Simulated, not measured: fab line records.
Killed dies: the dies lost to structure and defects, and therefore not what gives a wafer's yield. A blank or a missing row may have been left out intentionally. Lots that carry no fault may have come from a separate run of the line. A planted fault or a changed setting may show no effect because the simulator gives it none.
Struck lot and sound lot, side by side || flow sky130 || 15 out of 708 route steps
Sound: these wafers, L285.1, L285.2, L285.3. Wafers L292.1, L292.4, L292.6 were the ones struck. The cause is named last.
Each step with rows lists, per side, the tool, then ch with its chambers, then its first start. Under that, the readings that differ: sound wafers || struck wafers || difference of the means || sigmas: that difference in standard deviations of wafers without a fault.
alike: readings whose means differ by less than 2 such deviations, and words and numbers that are the same on both sides. not compared: withheld readings, readings that some wafer has no value for, bounds like >300 that may hide the same value, and numbers for which the record gives no deviation and whose values overlap.
A row with sigmas, a row that says differs or no value, or rows on one side alone: a step with any of these is where the two part. Non-overlapping numbers with no deviation appear without sigmas and do not part them. Lack of a reading on every wafer of one side parts them only where that side has two or more wafers.

SKY_VT_ADJUST_PCH_STRIP_09: strips in O2/N2.
  sound on plasma_asher-01 ch 0,1, day 12 04:10; struck on plasma_asher-04 ch 0,1, day 14 02:26
  alike: drypump_motor_current_A, oes_product_au, strip_time_to_endpoint_s
  not compared: rf_hours_counter_h
SKY_VT_ADJUST_PCH_TW_MEAS_10:
  sound on film_metro-04 at day 12 04:16; struck on film_metro-03 at day 14 02:32
  alike: VT_ADJUST_PCH_TW
then, 7 steps without rows for these wafers: SKY_SONOS_TUNNEL_DEHYDRATE_00 (time 60 s); SKY_SONOS_TUNNEL_HMDS_01 (prime time 60 s); SKY_SONOS_TUNNEL_COAT_02 (resist thk 1140 nm); SKY_SONOS_TUNNEL_SOFTBAKE_03 (time 60 s); SKY_SONOS_TUNNEL_EXPOSE_04 (exposes mask TUNM, target cd 410 nm); SKY_SONOS_TUNNEL_PEB_05; SKY_SONOS_TUNNEL_DEVELOP_06 (develop time 60 s).
SKY_SONOS_TUNNEL_CD_MEAS_07 targets a cd of 410 nm.
  sound on cd_sem-02 at day 13 04:13; struck on cd_sem-02 at day 15 04:07
  alike: cd_nm
SKY_SONOS_TUNNEL_OVL_MEAS_08:
  sound on overlay-02 at day 13 04:20; struck on overlay-02 at day 15 04:14
  alike: SONOS_TUNNEL_OVL
after that, 1 step had no rows for these wafers: SKY_SONOS_TUNNEL_IMPLANT_09.
SKY_SONOS_TUNNEL_WET_ETCH_10: etches SiO2 in dHF, target depth 14 nm, time 280 s.
  sound on wet_bench-01 ch 3, day 13 04:32; struck on wet_bench-01 ch 1, day 15 04:26
  no value came back on the struck wafers for bath_heat_duty_pct (%), run_length_s (s); on the sound wafers bath_heat_duty_pct (%) reads 6.0 5.3 5.5
then, 1 step without rows for these wafers: SKY_SONOS_TUNNEL_STRIP_11 (strips in SPM, time 600 s).
-- here the record skips 34 days between the struck wafers' starts before and after, leaving off in module SONOS_TUNNEL and picking up in module PAD_OPEN (first step shown: number 708 of the route) --
SKY_PAD_OPEN_PROBE_99:
  sound on prober-01 at day 47 00:41; struck on prober-02 at day 48 18:36
{"reading": "hold", "sound": "- - -", "struck": "await_dispo/0.8h/scrap await_dispo/0.8h/scrap await_dispo/0.8h/scrap", "difference": "no value on the sound wafers", "sigmas": ""}
{"reading": "killed_at_front_end", "sound": "15 16 18", "struck": "438 422 413", "difference": "+408", "sigmas": "+99 or more"}
{"reading": "killed_dies", "sound": "74 91 84", "struck": "492 492 492", "difference": "+409", "sigmas": "+44"}
{"reading": "killed_on_rim", "sound": "17 13 19", "struck": "96 96 96", "difference": "+80", "sigmas": "+22"}
  alike: killed_at_M0_to_M3, killed_at_M4_up, killed_at_contacts, killed_at_other, killed_open, killed_short

== WHERE THEY PART ==
First at SKY_SONOS_TUNNEL_WET_ETCH_10; last, within this record, at SKY_PAD_OPEN_PROBE_99.

WHY: what had been put in by the simulator
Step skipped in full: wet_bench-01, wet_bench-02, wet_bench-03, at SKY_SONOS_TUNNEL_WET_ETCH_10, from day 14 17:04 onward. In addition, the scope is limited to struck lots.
